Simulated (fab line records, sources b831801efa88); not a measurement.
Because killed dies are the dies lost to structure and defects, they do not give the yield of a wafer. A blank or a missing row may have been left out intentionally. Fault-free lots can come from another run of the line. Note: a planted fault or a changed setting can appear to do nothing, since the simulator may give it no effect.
2 desks, one fault :: flow sky130 :: each desk has only its own numbers; what lay behind them comes last

## THE METROLOGY DESK
What the gauges read, lot by lot, whatever tool the lot ran on: means of the sampled wafers that have a number. Any lot whose mean is over 4 standard deviations away from the usual mean is out of limits and marked OUT; that distance is given in the brackets.
Columns: A = VIA2_BOW at SKY_VIA2_BOW_MEAS_03, usual 85 um; B = CAPM_CVD_00_THK at SKY_CAPM_THK_MEAS_01, usual 15.59 nm
lot: L786
first seen here: day 35 02:35
A: 86
B: 15.92

lot: L787
first seen here: day 35 15:41
A: 92
B: 15.74

lot: L791
first seen here: day 37 09:55
A: 89
B: 15.77

lot: L793
first seen here: day 37 15:04
A: 82
B: 15.63

lot: L794
first seen here: day 37 19:32
A: 84
B: 15.56

lot: L797
first seen here: day 39 15:44
A: 87
B: 15.42

lot: L800
first seen here: day 39 20:11
A: 86
B: 15.67

lot: L804
first seen here: day 40 20:21
A: 81
B: 15.57

lot: L803
first seen here: day 40 22:23
A: 84
B: 15.57

lot: L805
first seen here: day 41 01:25
A: 90
B: 15.52

lot: L806
first seen here: day 41 23:12
A: 93
B: 15.90

lot: L808
first seen here: day 42 02:23
A: 82
B: 15.29

lot: L807
first seen here: day 42 03:05
A: 88
B: 15.41

lot: L809
first seen here: day 42 05:40
A: 81
B: 15.21
This desk's finding: nothing out of limits on any of the 14 lots.

## DESK OF THE TOOL OWNER: krf-scanner-01
The tool's own readings at SKY_METAL3_EXPOSE_10 (exposes mask MM3, target cd 300 nm): means of the sampled wafers that have a number, for each lot that ran on this tool. Any lot whose mean is over 4 standard deviations away from the usual mean is out of limits and marked OUT; that distance is given in the brackets.
Columns: A = exposure-dose-mJ-cm2 at SKY_METAL3_EXPOSE_10, usual 27.956; B = focus-offset-nm at SKY_METAL3_EXPOSE_10, usual -0.1 nm
lot: L786
first seen here: day 37 19:16
A: 27.962
B: 0.2

lot: L787
first seen here: day 38 09:59
A: 27.946
B: -0.9

lot: L791
first seen here: day 40 02:52
A: 27.985
B: -0.5

lot: L800
first seen here: day 42 16:59
A: 27.928
B: 0.0

lot: L804
first seen here: day 43 08:38
A: 27.961
B: -0.1

lot: L803
first seen here: day 43 11:42
A: 27.935
B: -0.2

lot: L805
first seen here: day 43 14:57
A: 27.926
B: -1.0

lot: L806
first seen here: day 44 12:11
A: 27.954
B: 0.7

lot: L808
first seen here: day 44 16:55
A: 27.967
B: 0.6

lot: L807
first seen here: day 44 17:16
A: 27.940
B: -0.2

lot: L809
first seen here: day 44 18:57
A: 27.965
B: 0.1
This desk's finding: nothing out of limits on any of the 11 lots.

## TAKEN TOGETHER
Nothing out of limits was seen by the metrology desk.
Nothing out of limits was seen by the tool owner's desk.

## WHAT THE SIMULATOR PUT IN
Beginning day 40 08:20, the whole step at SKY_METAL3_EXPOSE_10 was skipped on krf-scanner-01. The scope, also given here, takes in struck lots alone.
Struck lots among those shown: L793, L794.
